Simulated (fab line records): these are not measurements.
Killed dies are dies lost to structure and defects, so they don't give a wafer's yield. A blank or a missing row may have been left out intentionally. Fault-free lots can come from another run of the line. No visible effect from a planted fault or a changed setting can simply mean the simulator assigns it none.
Struck lot and sound lot, side by side ; flow sky130 ; 27 out of 708 route steps
Sound: the wafers L318.1, L318.2, L318.6. Wafers L307.1, L307.4, L307.6 were the ones struck. At the end, the cause is stated.
Per side, at each step with rows, come the tool, then ch with its chambers, and then its first start. Under that, the readings that differ: sound wafers ; struck wafers ; difference of the means ; sigmas: that difference in standard deviations of wafers without a fault.
alike: readings whose means differ by less than 2 such deviations, and words and numbers that are the same on both sides. not compared: withheld readings, readings that some wafer has no value for, bounds like >300 that may hide the same value, and numbers for which the record gives no deviation and whose values overlap.
Wherever a step has rows on one side only, a row that says differs or no value, or a row with sigmas, the two part there. When numbers do not overlap yet have no deviation, they are printed without sigmas and do not part them. A reading missing from all wafers of one side parts the sides only when that side holds two or more wafers.

first, 3 steps without rows for these wafers: SKY_LDD_N_EXPOSE_04 (exposes mask NTM, target cd 840 nm); SKY_LDD_N_PEB_05; SKY_LDD_N_DEVELOP_06 (develop time 60 s).
SKY_LDD_N_OVL_MEAS_07:
  sound: overlay-01 at day 23 22:50; struck: overlay-01 at day 20 12:03
  alike: LDD_N_OVL
then, 8 steps without rows for these wafers: SKY_LDD_N_IMPLANT_08; SKY_LDD_N_IMPLANT_09; SKY_LDD_N_IMPLANT_10; SKY_LDD_N_IMPLANT_11; SKY_LDD_N_IMPLANT_12; SKY_LDD_N_IMPLANT_13; SKY_LDD_N_IMPLANT_14; SKY_LDD_N_IMPLANT_15.
SKY_LDD_N_STRIP_16: strips in O2/N2.
  sound on plasma-asher-04 ch 0,1, day 24 00:05; struck on plasma-asher-01 ch 0,1, day 20 13:17
  no value came back on the struck wafers for chamber-pressure-mTorr (mTorr), drypump-motor-current-A (A), oes-product-au (a.u.), strip-time-to-endpoint-s (s); on the sound wafers chamber-pressure-mTorr (mTorr) reads 1498.6 1500.3 1499.6
reading;sound;struck;difference;sigmas
model.NOVOLAK_of_LDD_N_COAT_02.thk-nm (nm);0 0 0;300.2 300.2 300.6;+300.3;
  not compared: rf-hours-counter-h
SKY_LDD_N_TW_MEAS_17:
  sound: film-metro-01 at day 24 00:11; struck: film-metro-01 at day 20 13:23
reading;sound;struck;difference;sigmas
LDD_N_TW;2568 2561 2547;2532 2532 2525;-29;-2
then, 7 steps without rows for these wafers: SKY_LDD_P_DEHYDRATE_00 (time 60 s); SKY_LDD_P_HMDS_01 (prime time 60 s); SKY_LDD_P_COAT_02 (resist thk 1140 nm); SKY_LDD_P_SOFTBAKE_03 (time 60 s); SKY_LDD_P_EXPOSE_04 (exposes mask PSDM, target cd 380 nm); SKY_LDD_P_PEB_05; SKY_LDD_P_DEVELOP_06 (develop time 60 s).
SKY_LDD_P_CD_MEAS_07: the cd target is 380 nm.
  sound: cd-sem-02 at day 25 04:36; struck: cd-sem-02 at day 21 17:54
  alike: cd-nm
SKY_LDD_P_OVL_MEAS_08:
  sound: overlay-02 at day 25 04:43; struck: overlay-01 at day 21 18:01
reading;sound;struck;difference;sigmas
LDD_P_OVL (nm);2.7 2.8 2.1;0.8 -2.3 -0.8;-3.3;-2
following that, these wafers have no rows for 1 step: SKY_LDD_P_IMPLANT_09.
SKY_LDD_P_STRIP_10: strips in O2/N2.
  sound on plasma-asher-04 ch 0,1, day 25 04:54; struck on plasma-asher-02 ch 0,1, day 21 18:12
reading;sound;struck;difference;sigmas
oes-product-au (a.u.);0.713 0.708 0.713;0.720 0.728 0.722;+0.012;+3
strip-time-to-endpoint-s (s);14.12 14.14 14.11;18.82 18.79 18.78;+4.67;+99 or more
  alike: chamber-pressure-mTorr, drypump-motor-current-A
  not compared: rf-hours-counter-h
SKY_LDD_P_TW_MEAS_11:
  sound: film-metro-01 at day 25 05:00; struck: film-metro-03 at day 21 18:32
reading;sound;struck;difference;sigmas
LDD_P_TW;631.2 629.4 625.6;29.6 29.7 29.6;-599.1;-99 or more
  not compared: hold
SKY_PAD_OPEN_PROBE_99:
  the record holds rows for the sound wafers here (prober-01, day 49 21:19) but none for the struck ones

WHERE THEY PART
Last at SKY_PAD_OPEN_PROBE_99 as far as this record goes, first at SKY_LDD_N_STRIP_16.

WHY: the cause the simulator had injected
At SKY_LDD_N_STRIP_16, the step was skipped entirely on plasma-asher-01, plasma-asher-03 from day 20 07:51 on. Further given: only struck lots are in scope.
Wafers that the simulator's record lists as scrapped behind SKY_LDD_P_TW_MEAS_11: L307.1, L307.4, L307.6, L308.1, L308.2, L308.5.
